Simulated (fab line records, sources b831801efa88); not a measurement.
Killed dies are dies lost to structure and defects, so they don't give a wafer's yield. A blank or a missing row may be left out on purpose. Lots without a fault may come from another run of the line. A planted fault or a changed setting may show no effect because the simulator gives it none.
One fault seen from 2 desks | flow gf180mcu | each desk has only its own numbers; what lay behind them comes last

THE METROLOGY DESK
What the gauges read, lot by lot, whatever tool the lot ran on: means of the sampled wafers that have a number. A lot is out of limits, marked OUT, if its mean lies more than 4 standard deviations from the usual mean; the brackets give that distance.
Columns: A = SAB_OVL at GF_SAB_OVL_MEAS_10, usual 0.6 nm; B = SALICIDE_TIN_RS at GF_SALICIDE_RS_MEAS_04, usual 16.3 ohm/sq; C = SALICIDE_TIN_THK at GF_SALICIDE_THK_MEAS_05, usual 20.60 nm
lot  | first seen here | A    | B    | C
L997 | day 15 15:14    | 0.1  | 16.0 | 20.38
L103 | day 17 14:23    | -0.7 | 16.8 | 20.33
L106 | day 18 19:13    | -0.2 | 16.1 | 20.75
L107 | day 19 07:10    | 0.2  | 16.9 | 20.40
L116 | day 22 16:10    | 3.3  | 16.8 | 20.42
L119 | day 23 12:10    | -0.7 | 16.1 | 20.53
This desk's finding: nothing out of limits on any of the 6 lots.

THE TOOL OWNER'S DESK: rtp_anneal-02
The tool's own readings at GF_SALICIDE_RTA_08 (time 30 s): means of the sampled wafers that have a number, for each lot that ran on this tool. A lot is out of limits, marked OUT, if its mean lies more than 4 standard deviations from the usual mean; the brackets give that distance.
Columns: A = anneal_temp_c_max at GF_SALICIDE_RTA_08, usual 803.5; B = lamp_power_pct at GF_SALICIDE_RTA_08, usual 18.1 %; C = run_length_s at GF_SALICIDE_RTA_08, usual 58.8 s; D = wafer_temp_C_max at GF_SALICIDE_RTA_08, usual 805.1
lot  | first seen here | A     | B    | C              | D
L103 | day 17 15:17    | 802.0 | 18.7 | 58.3           | 806.3
L106 | day 18 20:02    | 802.9 | 18.7 | 95.3 (+81) OUT | 807.3
L107 | day 19 07:59    | 803.7 | 18.7 | 95.4 (+81) OUT | 805.8
L116 | day 22 16:59    | 803.0 | 18.7 | 58.3           | 806.9
L119 | day 23 13:05    | 802.7 | 18.7 | 58.4           | 807.0
This desk's finding: out of limits on L106, L107; first on L106, day 18 20:02 (run_length_s at GF_SALICIDE_RTA_08). In limits: L103, L116, L119.

PUT TOGETHER
The tool owner's desk could have raised an alarm at day 18 20:02, on L106, L107.
The metrology desk saw nothing out of limits.
The metrology desk has L106, L107 on record, within its limits.
Of the lots named, all ran GF_SALICIDE_RTA_08 on rtp_anneal-02.

WHAT THE SIMULATOR HAD PUT IN
Process parameter drift: rtp_anneal-02, from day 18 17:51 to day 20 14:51, at GF_SALICIDE_RTA_08. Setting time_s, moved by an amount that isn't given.
Lots struck among those shown: L106, L107.
Hours from the fault's start to each desk's first reading out of limits: the tool owner's desk, 2.
